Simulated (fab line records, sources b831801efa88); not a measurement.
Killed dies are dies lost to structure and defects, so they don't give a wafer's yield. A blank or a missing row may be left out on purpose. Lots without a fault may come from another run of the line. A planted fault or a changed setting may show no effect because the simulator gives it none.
Problem report in the 8D (eight disciplines) form, filled by code | flow gf180mcu | the parts of the form that need people (team, actions taken, sign-off) are left out

1. THE PROBLEM
chamber_pressure_Torr at GF_V1_CVD_23 reads a mean of 37.72 Torr on 1 wafer of 1 lot; wafers without a fault read 40.00 Torr with a standard deviation of 0.089. That is -26 standard deviations from the usual mean.
The step: deposits W, target thk 350 nm, time 105.05 s.
First seen on wafer L354.1, day 24 05:08, on cvd_w-02. The record holds 36 wafers of 12 lots with a number at this step. Rule for "out", or "out of limits": more than 4 standard deviations from the usual mean. The other wafers with a number count as sound.

2. WHAT IT IS AND WHAT IT IS NOT
question                    | is                    | is not
which readings at this step | chamber_pressure_Torr | heater_power_w
which lots                  | L354                  | L338, L339, L340, L341, L342, L344, L345, L346, L347, L357, L359
which wafers of those lots  | L354.1                | L354.3, L354.5
read on which tools         | cvd_w-02              | cvd_w-01
when                        | from day 24 05:08     | up to then (29 sound wafers); but 6 sound wafers of L357, L359 came after

3. SUSPECTS, AND WHAT RULES EACH OUT
Counting: a tool at a process step up to the reading stays a suspect if it ran every lot that is out. Sound lots after the first of them don't rule it out here, since some wafers of a struck lot are sound.
- rie_metal-03 at GF_M1_METAL_ETCH_16 (etches the open film in Cl2/BCl3, stops on SiO2, target depth 627.5 nm, time 104.6 s): kept. It ran the lot that is out, L354 (day 23 04:25); its last sound lot up to then is L345 (day 19 18:16).
- rie_diel-03 at GF_V1_ETCH_16 (etches BARC in N2/H2): kept. It ran the lot that is out, L354 (day 24 04:22); its last sound lot up to then is L347 (day 21 16:33).
- cvd_w-02 at GF_V1_CVD_23 (deposits W, target thk 350 nm, time 105.05 s): kept. It ran the lot that is out, L354 (day 24 05:08); its last sound lot up to then is L346 (day 21 04:20). Its own readings are out on those wafers: chamber_pressure_Torr.
- Within rie_metal-03 at GF_M1_METAL_ETCH_16: the wafers that are out ran in chamber 0; their sound lot-mates ran in chamber 1.
- Within rie_diel-03 at GF_V1_ETCH_16: the wafers that are out ran in chamber 2; their sound lot-mates ran in chambers 0, 3.
- Within cvd_w-02 at GF_V1_CVD_23: the wafers that are out ran in chamber 1; their sound lot-mates ran in chamber 0.
Left after counting: rie_metal-03 at GF_M1_METAL_ETCH_16, rie_diel-03 at GF_V1_ETCH_16, cvd_w-02 at GF_V1_CVD_23.

4. THE CAUSE (what the simulator had put in)
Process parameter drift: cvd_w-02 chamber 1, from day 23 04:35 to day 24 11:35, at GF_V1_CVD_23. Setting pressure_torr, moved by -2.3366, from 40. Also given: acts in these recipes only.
Counting left 3 suspects, and this tool is among them.

5. THE CHAIN OF EFFECTS, in route order
Each row: a reading whose mean over the struck wafers that have a number lies more than 3 standard deviations from the usual. Only readings for which the record gives a usual standard deviation are gone through. hours: the time from each lot's start at the first step in this table that gives one to its start at this step, as a median over the lots. sigmas: the change in usual standard deviations.
hours | step         | reading               | usual      | on struck wafers | change | sigmas
0     | GF_V1_CVD_23 | chamber_pressure_Torr | 40.00 Torr | 37.72            | -2.28  | -26
The process steps in it:
- GF_V1_CVD_23: deposits W, target thk 350 nm, time 105.05 s.

6. WHAT WOULD HAVE CAUGHT IT SOONER
In this record the first reading out of limits was taken at day 24 05:08, 25 hours after the fault began at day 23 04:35.
